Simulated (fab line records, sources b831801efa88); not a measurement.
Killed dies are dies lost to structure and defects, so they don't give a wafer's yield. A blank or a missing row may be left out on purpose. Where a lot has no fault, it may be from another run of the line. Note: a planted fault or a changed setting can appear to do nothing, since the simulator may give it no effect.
fab line records ; flow sky130
[record] lots = 12; wafers = 36; last_day = 50
route steps=708 shown CONTACT@407 METAL1@437 VIA1@458 PAD_OPEN@708
lots with no fault: from the same line, run without faults
start_h: start of the lot's first displayed wafer, in hours after the record's first day ; wait_h: hours elapsed since this lot's preceding step ; " repeats the value in the row above ; L1.1+2: several wafers, shown together as one row ; - either no value or no given start ; * or withheld: withheld ; < > ~ a bound
route shown NAME@n: names a module that has steps shown in the file, with the first one's number in the route ; usual: average and standard deviation across the fault-free wafers ; same: alike in all rows ; chamber/n: place in a boat ; sites: the reading at each site ; _std_site: how widely they spread, as a standard deviation ; _edge_site: inner sites' mean taken away from outer sites' mean ; radius_mm: how far each site lies from the wafer's centre ; mask NAME#n: copy n ; behind: the most recent tool/chamber to have shaped the wafer ; hold: what put the lot on hold/how long, in hours/how the hold closed ; device: the transistor (n, p or np) that didn't switch ; end of line: tests of these same wafers at the route's end ; a step with no rows: only its recipe ; killed: dies lost to structure and defects at the first sort, not the wafer's yield ; map: shows each die of a wafer: x if killed, . if not, _ if none is there
set.NAME: the setting that was run; set.NAME@STEP: the one run at that earlier step ; model.NAME: the simulator's own value behind a step, which no gauge read
route steps across a sampled set of lots; one table per step, one row per wafer
services: from which hour (start_h, from the record's first day; less than 0 if before it) a tool's chamber was out of use, for how many hours, and why
[[steps]]
[step SKY_CONTACT_THK_MEAS_01]
[recipe] reads = Si3N4_of_CONTACT_CVD_00
[usual] CONTACT_CVD_00_THK = 74.6/1.2
lot.wafer;tool;chamber;start_h;wait_h;CONTACT_CVD_00_THK[nm]
L205.1;film_metro-03;-;728.63;-;72.7
L205.4;film_metro-03;-;728.63;-;75.9
L205.5;film_metro-03;-;728.63;-;73.9
L206.2;film_metro-04;-;738.32;-;75.3
L206.3;film_metro-04;-;738.32;-;75.1
L206.6;film_metro-04;-;738.32;-;76.1
L207.1;film_metro-04;-;742.54;-;73.8
L207.2;film_metro-04;-;742.54;-;74.6
L207.6;film_metro-04;-;742.54;-;74.8
L209.1;film_metro-04;-;768.55;-;74.4
L209.2;film_metro-04;-;768.55;-;74.7
L209.5;film_metro-04;-;768.55;-;75.0
L211.1;film_metro-02;-;780.27;-;73.7
L211.3;film_metro-02;-;780.27;-;73.9
L211.5;film_metro-02;-;780.27;-;74.6
L213.4;film_metro-02;-;792.97;-;74.2
L213.5;film_metro-02;-;792.97;-;76.4
L213.6;film_metro-02;-;792.97;-;73.5
L214.2;film_metro-02;-;796.50;-;75.2
L214.3;film_metro-02;-;796.50;-;74.9
L214.6;film_metro-02;-;796.50;-;76.5
L220.1;film_metro-03;-;835.90;-;73.8
L220.4;film_metro-03;-;835.90;-;75.5
L220.5;film_metro-03;-;835.90;-;74.8
L222.1;film_metro-03;-;861.04;-;76.1
L222.4;film_metro-03;-;861.04;-;75.1
L222.5;film_metro-03;-;861.04;-;76.8
L224.2;film_metro-02;-;873.75;-;73.7
L224.3;film_metro-02;-;873.75;-;74.6
L224.6;film_metro-02;-;873.75;-;75.3
L225.3;film_metro-02;-;877.44;-;74.8
L225.4;film_metro-02;-;877.44;-;75.0
L225.5;film_metro-02;-;877.44;-;75.6
L226.1;film_metro-02;-;884.29;-;73.2
L226.3;film_metro-02;-;884.29;-;74.8
L226.4;film_metro-02;-;884.29;-;74.4
[step SKY_CONTACT_BOW_MEAS_05]
[recipe] mode = bow
[usual] CONTACT_BOW = 83/6.6
lot.wafer;tool;chamber;start_h;wait_h;CONTACT_BOW[um]
L205.1;film_metro-03;-;729.11;0.2;90
L205.4;film_metro-03;-;729.11;0.2;83
L205.5;film_metro-03;-;729.11;0.2;88
L206.2;film_metro-03;-;738.81;0.2;76
L206.3;film_metro-03;-;738.81;0.2;80
L206.6;film_metro-03;-;738.81;0.2;76
L207.1;film_metro-02;-;743.03;0.2;85
L207.2;film_metro-02;-;743.03;0.2;91
L207.6;film_metro-02;-;743.03;0.2;75
L209.1;film_metro-04;-;769.04;0.2;89
L209.2;film_metro-04;-;769.04;0.2;86
L209.5;film_metro-04;-;769.04;0.2;77
L211.1;film_metro-03;-;780.76;0.1;80
L211.3;film_metro-03;-;780.76;0.1;85
L211.5;film_metro-03;-;780.76;0.1;73
L213.4;film_metro-04;-;793.52;0.2;100
L213.5;film_metro-04;-;793.52;0.2;88
L213.6;film_metro-04;-;793.52;0.2;78
L214.2;film_metro-04;-;797.00;0.2;82
L214.3;film_metro-04;-;797.00;0.2;80
L214.6;film_metro-04;-;797.00;0.2;87
L220.1;film_metro-04;-;836.42;0.1;82
L220.4;film_metro-04;-;836.42;0.1;93
L220.5;film_metro-04;-;836.42;0.1;82
L222.1;film_metro-02;-;861.53;0.1;80
L222.4;film_metro-02;-;861.53;0.1;78
L222.5;film_metro-02;-;861.53;0.1;88
L224.2;film_metro-02;-;874.24;0.3;83
L224.3;film_metro-02;-;874.24;0.3;87
L224.6;film_metro-02;-;874.24;0.3;90
L225.3;film_metro-02;-;877.95;0.3;91
L225.4;film_metro-02;-;877.95;0.3;93
L225.5;film_metro-02;-;877.95;0.3;87
L226.1;film_metro-02;-;884.78;0.2;83
L226.3;film_metro-02;-;884.78;0.2;77
L226.4;film_metro-02;-;884.78;0.2;98
[step SKY_METAL1_SPUTTER_03]
[recipe] material = Ti; target_thk_nm = 5; power_w = 3000; time_s = 3.3; chamber_pressure_pa = 0.4
[usual] throttle_valve_pct = 29.9/1
lot.wafer;tool;chamber;start_h;wait_h;throttle_valve_pct
L205.1;pvd_sputter-04;-;758.85;0.0;31.8
L205.4;pvd_sputter-04;-;758.85;0.0;29.9
L205.5;pvd_sputter-04;-;758.85;0.0;29.7
L206.2;pvd_sputter-04;-;767.73;0.0;31.9
L206.3;pvd_sputter-04;-;767.73;0.0;29.7
L206.6;pvd_sputter-04;-;767.73;0.0;29.6
L207.1;pvd_sputter-01;-;771.24;0.0;30.7
L207.2;pvd_sputter-01;-;771.24;0.0;29.0
L207.6;pvd_sputter-01;-;771.24;0.0;29.1
L209.1;pvd_sputter-03;-;797.43;0.0;28.6
L209.2;pvd_sputter-03;-;797.43;0.0;29.3
L209.5;pvd_sputter-03;-;797.43;0.0;28.5
L211.1;pvd_sputter-04;-;808.70;0.0;32.0
L211.3;pvd_sputter-04;-;808.70;0.0;29.7
L211.5;pvd_sputter-04;-;808.70;0.0;29.8
L213.4;pvd_sputter-01;-;821.63;0.0;29.3
L213.5;pvd_sputter-01;-;821.63;0.0;29.1
L213.6;pvd_sputter-01;-;821.63;0.0;31.0
L214.2;pvd_sputter-03;-;825.93;0.0;29.1
L214.3;pvd_sputter-03;-;825.93;0.0;28.4
L214.6;pvd_sputter-03;-;825.93;0.0;29.0
L220.1;pvd_sputter-04;-;864.45;0.0;29.7
L220.4;pvd_sputter-04;-;864.45;0.0;31.8
L220.5;pvd_sputter-04;-;864.45;0.0;30.1
L222.1;pvd_sputter-01;-;889.00;0.0;29.4
L222.4;pvd_sputter-01;-;889.00;0.0;29.2
L222.5;pvd_sputter-01;-;889.00;0.0;31.2
L224.2;pvd_sputter-03;-;902.37;0.0;29.3
L224.3;pvd_sputter-03;-;902.37;0.0;30.7
L224.6;pvd_sputter-03;-;902.37;0.0;28.1
L225.3;pvd_sputter-01;-;905.71;0.0;29.1
L225.4;pvd_sputter-01;-;905.71;0.0;29.2
L225.5;pvd_sputter-01;-;905.71;0.0;30.9
L226.1;pvd_sputter-04;-;912.19;0.0;32.1
L226.3;pvd_sputter-04;-;912.19;0.0;30.0
L226.4;pvd_sputter-04;-;912.19;0.0;29.7
[step SKY_VIA1_HDPCVD_00]
[recipe] material = SiO2; target_thk_nm = 1030; sigma_open_frac = 0.3; time_s = 171.7; temp_c = 400; sih4_flow_sccm = 60; pressure_mtorr = 6
[usual] run_length_s = 199.5/0.51
lot.wafer;tool;chamber;start_h;wait_h;run_length_s
L205.1;hdpcvd-02;2;786.30;0.0;199.1
L205.4;hdpcvd-02;1;786.30;0.0;199.5
L205.5;hdpcvd-02;2;786.30;0.0;198.7
L206.2;hdpcvd-02;2;795.18;0.0;199.4
L206.3;hdpcvd-02;0;795.18;0.0;199.8
L206.6;hdpcvd-02;0;795.18;0.0;200.1
L207.1;hdpcvd-02;0;798.61;0.0;199.7
L207.2;hdpcvd-02;1;798.61;0.0;199.4
L207.6;hdpcvd-02;0;798.61;0.0;200.1
L209.1;hdpcvd-02;1;825.39;0.0;199.7
L209.2;hdpcvd-02;0;825.39;0.0;200.0
L209.5;hdpcvd-02;1;825.39;0.0;199.3
L211.1;hdpcvd-02;1;836.47;0.0;199.2
L211.3;hdpcvd-02;1;836.47;0.0;199.1
L211.5;hdpcvd-02;1;836.47;0.0;179.2
L213.4;hdpcvd-01;2;849.30;0.1;199.0
L213.5;hdpcvd-01;0;849.30;0.1;199.7
L213.6;hdpcvd-01;2;849.30;0.1;199.2
L214.2;hdpcvd-02;0;853.52;0.0;200.6
L214.3;hdpcvd-02;2;853.52;0.0;198.7
L214.6;hdpcvd-02;1;853.52;0.0;179.2
L220.1;hdpcvd-01;1;891.72;0.0;199.5
L220.4;hdpcvd-01;0;891.72;0.0;199.7
L220.5;hdpcvd-01;1;891.72;0.0;199.3
L222.1;hdpcvd-01;1;916.73;0.0;199.4
L222.4;hdpcvd-01;1;916.73;0.0;199.2
L222.5;hdpcvd-01;0;916.73;0.0;199.9
L224.2;hdpcvd-02;2;929.33;0.1;198.8
L224.3;hdpcvd-02;0;929.33;0.1;199.9
L224.6;hdpcvd-02;2;929.33;0.1;199.1
L225.3;hdpcvd-02;1;932.15;0.0;199.3
L225.4;hdpcvd-02;0;932.15;0.0;200.5
L225.5;hdpcvd-02;2;932.15;0.0;198.8
L226.1;hdpcvd-02;2;939.08;0.0;199.1
L226.3;hdpcvd-02;0;939.08;0.0;200.4
L226.4;hdpcvd-02;2;939.08;0.0;198.7
[step SKY_VIA1_THK_MEAS_01]
[recipe] reads = SiO2_of_VIA1_HDPCVD_00
[usual] VIA1_HDPCVD_THK = 1033/11
lot.wafer;tool;chamber;start_h;wait_h;hold;VIA1_HDPCVD_THK[nm]
L205.1;film_metro-01;-;786.41;0.1;-;1000
L205.4;film_metro-01;-;786.41;0.1;-;1004
L205.5;film_metro-01;-;786.41;0.1;-;1008
L206.2;film_metro-04;-;795.30;0.1;-;1035
L206.3;film_metro-04;-;795.30;0.1;-;1039
L206.6;film_metro-04;-;795.30;0.1;-;1049
L207.1;film_metro-01;-;798.72;0.1;-;1030
L207.2;film_metro-01;-;798.72;0.1;-;1032
L207.6;film_metro-01;-;798.72;0.1;-;1046
L209.1;film_metro-01;-;825.56;0.1;-;1037
L209.2;film_metro-01;-;825.56;0.1;-;1038
L209.5;film_metro-01;-;825.56;0.1;-;1023
L211.1;film_metro-02;-;836.64;0.1;await_dispo/0.2h/release;1034
L211.3;film_metro-02;-;836.64;0.1;await_dispo/0.2h/release;1021
L211.5;film_metro-02;-;836.64;0.1;await_dispo/0.2h/release;912
L211.1;film_metro-02;-;836.87;0.2;-;1034
L211.3;film_metro-02;-;836.87;0.2;-;1022
L211.5;film_metro-02;-;836.87;0.2;-;911
L213.4;film_metro-01;-;849.44;0.1;-;1030
L213.5;film_metro-01;-;849.44;0.1;-;1038
L213.6;film_metro-01;-;849.44;0.1;-;1026
L214.2;film_metro-01;-;853.64;0.1;await_dispo/0.2h/release;1046
L214.3;film_metro-01;-;853.64;0.1;await_dispo/0.2h/release;1037
L214.6;film_metro-01;-;853.64;0.1;await_dispo/0.2h/release;913
L214.2;film_metro-01;-;853.87;0.2;-;1046
L214.3;film_metro-01;-;853.87;0.2;-;1037
L214.6;film_metro-01;-;853.87;0.2;-;914
L220.1;film_metro-01;-;891.83;0.1;-;1020
L220.4;film_metro-01;-;891.83;0.1;-;1034
L220.5;film_metro-01;-;891.83;0.1;-;1020
L222.1;film_metro-04;-;916.89;0.1;-;1025
L222.4;film_metro-04;-;916.89;0.1;-;1049
L222.5;film_metro-04;-;916.89;0.1;-;1047
L224.2;film_metro-01;-;929.45;0.1;-;1028
L224.3;film_metro-01;-;929.45;0.1;-;1034
L224.6;film_metro-01;-;929.45;0.1;-;1028
L225.3;film_metro-02;-;932.28;0.1;-;1049
L225.4;film_metro-02;-;932.28;0.1;-;1071
L225.5;film_metro-02;-;932.28;0.1;-;1056
L226.1;film_metro-02;-;939.19;0.1;-;1032
L226.3;film_metro-02;-;939.19;0.1;-;1040
L226.4;film_metro-02;-;939.19;0.1;-;1036
[step SKY_PAD_OPEN_PROBE_99]
[usual] defect_limited_yield = 82.7/2; killed_at_M0_to_M3 = 42/6.7; killed_at_M4_up = 3.3/2.1; killed_at_contacts = 24/5.1; killed_at_front_end = 15/4.6; killed_at_other = 0.3/0.58; killed_dies = 85/9.9; killed_open = 46/6.9; killed_short = 38/7; sort_bin_3_pad_short = 0.9/0.43; sort_bin_5_function = 10.1/1.4; sort_bin_6_memory = 6.4/1.2; sort_n_pass = 407/9.9; sort_yield_pct = 82.7/2
[same] gross_dies = 492; killed_at_back_side = 0; sort_bin_4_leakage[%] = 0; sort_bin_8_speed[%] = 0
lot.wafer;tool;chamber;start_h;wait_h;defect_limited_yield[%];killed_at_M0_to_M3;killed_at_M4_up;killed_at_contacts;killed_at_front_end;killed_at_other;killed_dies;killed_open;killed_short;sort_bin_3_pad_short[%];sort_bin_5_function[%];sort_bin_6_memory[%];sort_n_pass;sort_yield_pct[%]
L205.1;prober-01;-;1096.06;0.1;79.9;46;3;28;21;1;99;49;50;1.0;12.0;7.1;393;79.9
L205.4;prober-01;-;1096.21;0.2;83.7;36;2;32;10;0;80;43;37;1.0;8.1;7.1;412;83.7
L205.5;prober-01;-;1096.26;0.2;78.7;46;3;37;19;0;105;62;43;0.4;11.4;9.6;387;78.7
L206.2;prober-02;-;1097.88;0.1;83.3;44;2;23;13;0;82;44;38;0.4;7.9;8.3;410;83.3
L206.3;prober-02;-;1097.93;0.2;83.3;40;4;23;15;0;82;39;43;1.2;8.5;6.9;410;83.3
L206.6;prober-02;-;1098.08;0.2;82.9;38;2;29;14;1;84;52;32;0.4;8.7;7.9;408;82.9
L207.1;prober-01;-;1104.53;0.1;80.9;49;5;27;13;0;94;44;50;1.4;11.2;6.5;398;80.9
L207.2;prober-01;-;1104.58;0.1;83.3;35;1;22;23;1;82;54;28;0.6;9.8;6.3;410;83.3
L207.6;prober-01;-;1104.78;0.2;82.9;44;2;24;14;0;84;48;36;0.8;8.9;7.3;408;82.9
L211.1;prober-01;-;1134.52;0.1;82.3;48;4;19;16;0;87;51;36;0.4;10.4;6.9;405;82.3
L211.3;prober-01;-;1134.62;0.2;84.3;34;5;23;15;0;77;44;33;0.4;7.5;7.7;415;84.3
L211.5;prober-01;-;1134.72;0.2;80.7;43;4;28;19;1;95;54;41;1.4;11.0;6.9;397;80.7
L213.4;prober-01;-;1142.25;0.2;83.1;37;6;17;22;1;83;50;32;1.4;8.3;7.1;409;83.1
L213.5;prober-01;-;1142.30;0.2;82.9;38;6;22;18;0;84;47;35;0.8;8.3;7.9;408;82.9
L213.6;prober-01;-;1142.35;0.2;85.2;31;5;28;8;1;73;39;33;0.8;10.0;4.1;419;85.2
L214.2;prober-02;-;1145.77;0.1;83.9;45;1;19;14;0;79;43;36;0.4;9.3;6.3;413;83.9
L214.3;prober-02;-;1145.82;0.2;83.1;37;3;23;19;1;83;33;50;0.8;10.2;5.9;409;83.1
L214.6;prober-02;-;1145.97;0.2;80.1;45;2;40;11;0;98;53;45;0.6;9.6;9.8;394;80.1
L222.1;prober-01;-;1192.07;0.1;81.7;52;4;21;13;0;90;48;41;0.8;11.6;5.9;402;81.7
L222.4;prober-01;-;1192.22;0.2;84.8;40;0;23;12;0;75;45;28;0.6;7.9;6.7;417;84.8
L222.5;prober-01;-;1192.27;0.2;86.4;36;2;19;10;0;67;33;34;0.4;7.5;5.7;425;86.4
L224.2;prober-02;-;1199.52;0.1;81.3;44;5;24;18;1;92;54;38;2.0;10.4;6.3;400;81.3
L224.3;prober-02;-;1199.57;0.2;87.8;27;0;22;9;2;60;35;25;0.2;7.1;4.9;432;87.8
L224.6;prober-02;-;1199.72;0.2;79.1;51;2;38;12;0;103;58;45;1.4;12.0;7.5;389;79.1
// killed by level:class
L205.1 VIA1:geometric_particle:open=13 LI_CONTACT:geometric_particle:short=8 METAL1:geometric_particle:short=8 FIELD_ISO:geometric_particle:short=7 CONTACT:geometric_particle:open=7 VIA3:geometric_particle:open=7 POLY_GATE:geometric_particle:short=6 LI_CONTACT:geometric_particle:open=5
L205.4 LI_CONTACT:geometric_particle:open=9 CONTACT:geometric_particle:open=9 VIA3:geometric_particle:open=7 METAL2:geometric_particle:short=6 VIA1:geometric_particle:open=6 LOCAL_INTERCONNECT:geometric_particle:short=5 METAL1:geometric_particle:short=5 VIA2:geometric_particle:open=5
L205.5 CONTACT:geometric_particle:open=13 VIA1:geometric_particle:open=12 LI_CONTACT:geometric_particle:open=10 CONTACT:geometric_particle:short=9 METAL1:geometric_particle:short=7 VIA3:geometric_particle:open=7 FIELD_ISO:geometric_particle:open=6 METAL2:geometric_particle:short=5
L206.2 VIA2:geometric_particle:open=9 VIA3:geometric_particle:open=8 METAL1:geometric_particle:short=7 LI_CONTACT:geometric_particle:open=7 CONTACT:geometric_particle:open=7 LOCAL_INTERCONNECT:geometric_particle:short=5 VIA2:geometric_particle:short=4 METAL3:geometric_particle:short=4
L206.3 VIA3:geometric_particle:open=11 LI_CONTACT:geometric_particle:open=9 METAL2:geometric_particle:short=7 FIELD_ISO:geometric_particle:short=6 VIA1:geometric_particle:short=6 METAL1:geometric_particle:short=6 VIA1:geometric_particle:open=5 LOCAL_INTERCONNECT:geometric_particle:short=5
L206.6 VIA1:geometric_particle:open=13 CONTACT:geometric_particle:open=12 LI_CONTACT:geometric_particle:open=10 METAL1:geometric_particle:short=5 VIA2:geometric_particle:open=5 FIELD_ISO:geometric_particle:short=4 POLY_GATE:geometric_particle:short=3 LI_CONTACT:geometric_particle:short=3
L207.1 VIA1:geometric_particle:open=11 CONTACT:geometric_particle:short=8 VIA3:geometric_particle:open=7 VIA2:geometric_particle:open=7 LI_CONTACT:geometric_particle:open=6 METAL2:geometric_particle:short=6 FIELD_ISO:geometric_particle:short=5 CONTACT:geometric_particle:open=5
L207.2 CONTACT:geometric_particle:open=12 VIA1:geometric_particle:open=11 POLY_GATE:geometric_particle:short=6 VIA3:geometric_particle:open=6 FIELD_ISO:geometric_particle:open=5 POLY_GATE:geometric_particle:open=5 LI_CONTACT:geometric_particle:open=5 VIA2:geometric_particle:open=5
L207.6 CONTACT:geometric_particle:open=8 VIA1:geometric_particle:open=8 VIA3:geometric_particle:open=8 METAL1:geometric_particle:short=7 LI_CONTACT:geometric_particle:open=6 VIA2:geometric_particle:open=6 METAL2:geometric_particle:short=6 FIELD_ISO:geometric_particle:open=5
L211.1 VIA1:geometric_particle:open=10 VIA2:geometric_particle:open=8 CONTACT:geometric_particle:open=7 METAL3:geometric_particle:short=6 VIA3:geometric_particle:open=5 LI_CONTACT:geometric_particle:open=5 METAL2:geometric_particle:short=5 VIA3:geometric_particle:short=4
L211.3 CONTACT:geometric_particle:open=7 VIA2:geometric_particle:open=7 FIELD_ISO:geometric_particle:open=6 LI_CONTACT:geometric_particle:open=6 METAL1:geometric_particle:short=5 VIA1:geometric_particle:open=5 VIA3:geometric_particle:open=5 POLY_GATE:geometric_particle:open=4
L211.5 LI_CONTACT:geometric_particle:open=15 VIA3:geometric_particle:open=9 VIA2:geometric_particle:open=7 FIELD_ISO:geometric_particle:open=6 VIA1:geometric_particle:open=6 POLY_GATE:geometric_particle:short=5 CONTACT:geometric_particle:open=5 VIA1:geometric_particle:short=5
L213.4 VIA3:geometric_particle:open=9 VIA1:geometric_particle:open=7 POLY_GATE:geometric_particle:open=6 LI_CONTACT:geometric_particle:open=6 FIELD_ISO:geometric_particle:open=5 CONTACT:geometric_particle:open=5 METAL1:geometric_particle:short=4 METAL2:geometric_particle:short=4
L213.5 VIA1:geometric_particle:open=11 CONTACT:geometric_particle:open=9 LI_CONTACT:geometric_particle:open=7 VIA2:geometric_particle:open=5 VIA3:geometric_particle:open=5 METAL4:geometric_particle:short=5 FIELD_ISO:geometric_particle:open=4 FIELD_ISO:geometric_particle:short=4
L213.6 CONTACT:geometric_particle:open=10 VIA3:geometric_particle:open=7 CONTACT:geometric_particle:short=6 LI_CONTACT:geometric_particle:short=5 LI_CONTACT:geometric_particle:open=5 VIA1:geometric_particle:open=5 VIA3:geometric_particle:short=5 POLY_GATE:geometric_particle:open=3
L214.2 METAL2:geometric_particle:short=9 VIA1:geometric_particle:open=8 FIELD_ISO:geometric_particle:short=5 LI_CONTACT:geometric_particle:open=5 CONTACT:geometric_particle:open=5 VIA3:geometric_particle:open=5 VIA2:geometric_particle:open=5 CONTACT:geometric_particle:short=4
L214.3 VIA1:geometric_particle:short=9 VIA1:geometric_particle:open=6 LI_CONTACT:geometric_particle:open=6 LOCAL_INTERCONNECT:geometric_particle:short=6 METAL2:geometric_particle:short=5 CONTACT:geometric_particle:open=5 FIELD_ISO:geometric_particle:short=4 METAL3:geometric_particle:short=4
L214.6 CONTACT:geometric_particle:open=17 VIA1:geometric_particle:open=13 METAL1:geometric_particle:short=8 LI_CONTACT:geometric_particle:open=7 CONTACT:geometric_particle:short=6 LOCAL_INTERCONNECT:geometric_particle:short=5 VIA2:geometric_particle:open=5 VIA3:geometric_particle:open=5
L222.1 VIA1:geometric_particle:open=11 CONTACT:geometric_particle:open=10 METAL3:geometric_particle:short=7 METAL1:geometric_particle:short=7 VIA3:geometric_particle:open=6 LOCAL_INTERCONNECT:geometric_particle:short=5 METAL2:geometric_particle:short=5 FIELD_ISO:geometric_particle:open=4
L222.4 LI_CONTACT:geometric_particle:open=9 VIA3:geometric_particle:open=9 LI_CONTACT:geometric_particle:short=6 CONTACT:geometric_particle:open=6 VIA1:geometric_particle:open=6 VIA2:geometric_particle:open=5 METAL1:geometric_particle:short=4 VIA1:geometric_particle:short=4
L222.5 VIA1:geometric_particle:open=8 LI_CONTACT:geometric_particle:open=6 METAL1:geometric_particle:short=6 FIELD_ISO:geometric_particle:short=5 METAL2:geometric_particle:short=5 VIA2:geometric_particle:open=5 CONTACT:geometric_particle:short=4 LI_CONTACT:geometric_particle:short=3
L224.2 CONTACT:geometric_particle:open=11 VIA1:geometric_particle:open=9 VIA3:geometric_particle:open=8 LI_CONTACT:geometric_particle:open=7 POLY_GATE:geometric_particle:open=5 CONTACT:geometric_particle:short=5 VIA1:geometric_particle:short=5 VIA2:geometric_particle:open=5
L224.3 VIA1:geometric_particle:open=8 CONTACT:geometric_particle:open=7 LI_CONTACT:geometric_particle:open=6 VIA3:geometric_particle:open=5 LOCAL_INTERCONNECT:geometric_particle:short=4 CONTACT:geometric_particle:short=4 VIA2:geometric_particle:open=4 FIELD_ISO:geometric_particle:short=3
L224.6 CONTACT:geometric_particle:open=13 VIA1:geometric_particle:open=11 LI_CONTACT:geometric_particle:open=9 CONTACT:geometric_particle:short=9 VIA3:geometric_particle:open=7 METAL1:geometric_particle:short=7 METAL2:geometric_particle:short=6 VIA2:geometric_particle:open=6
[[services]]
tool;chamber;start_h;hours;kind
hdpcvd-01;-;742.06;28.1;pm
hdpcvd-02;0;746.59;11.4;repair
hdpcvd-01;1;777.17;24.8;repair
hdpcvd-01;2;787.90;4.8;repair
hdpcvd-02;-;797.80;0.6;repair
hdpcvd-02;-;800.36;7.4;repair
pvd_sputter-03;-;817.99;0.8;repair
hdpcvd-02;2;823.69;13.8;repair
pvd_sputter-04;3;832.59;-;consumable_replace:kit
pvd_sputter-04;3;832.59;18.0;scheduled_down
pvd_sputter-04;3;832.59;18.0;vent_cycle
pvd_sputter-01;-;848.94;5.2;repair
hdpcvd-01;1;848.95;6.1;repair
pvd_sputter-03;0;853.16;-;consumable_replace:kit
pvd_sputter-03;0;853.16;18.0;scheduled_down
pvd_sputter-03;0;853.16;18.0;vent_cycle
pvd_sputter-03;-;878.04;2.4;repair
pvd_sputter-04;-;886.75;3.0;repair
pvd_sputter-01;0;921.83;-;consumable_replace:kit
pvd_sputter-01;0;921.83;18.0;scheduled_down
pvd_sputter-01;0;921.83;18.0;vent_cycle
[[key]]
[first_sign] step = SKY_VIA1_HDPCVD_00; reading = run_length_s; direction = down; sigmas = 40; usual = *; struck = *
[effect] step = SKY_VIA1_THK_MEAS_01; reading = visit; direction = added
[effect] step = SKY_VIA1_THK_MEAS_01; reading = VIA1_HDPCVD_THK; direction = down; sigmas = 11; usual = 1033; struck = 912
met_at SKY_VIA1_HDPCVD_00
struck_lots L211,L214
struck_wafers L211.5,L214.6
not_acting_at SKY_CONTACT_THK_MEAS_01,SKY_CONTACT_BOW_MEAS_05,SKY_METAL1_SPUTTER_03
onset_between 825.39 836.47
[fault] kind = process_parameter_drift; tool = hdpcvd-02; chamber = -; onset_h = 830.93; steps = SKY_VIA1_HDPCVD_00; channel = time_s; offset = *; shape = step; end_h = 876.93; scope = struck_wafers_only; acts_in = *; stated = *
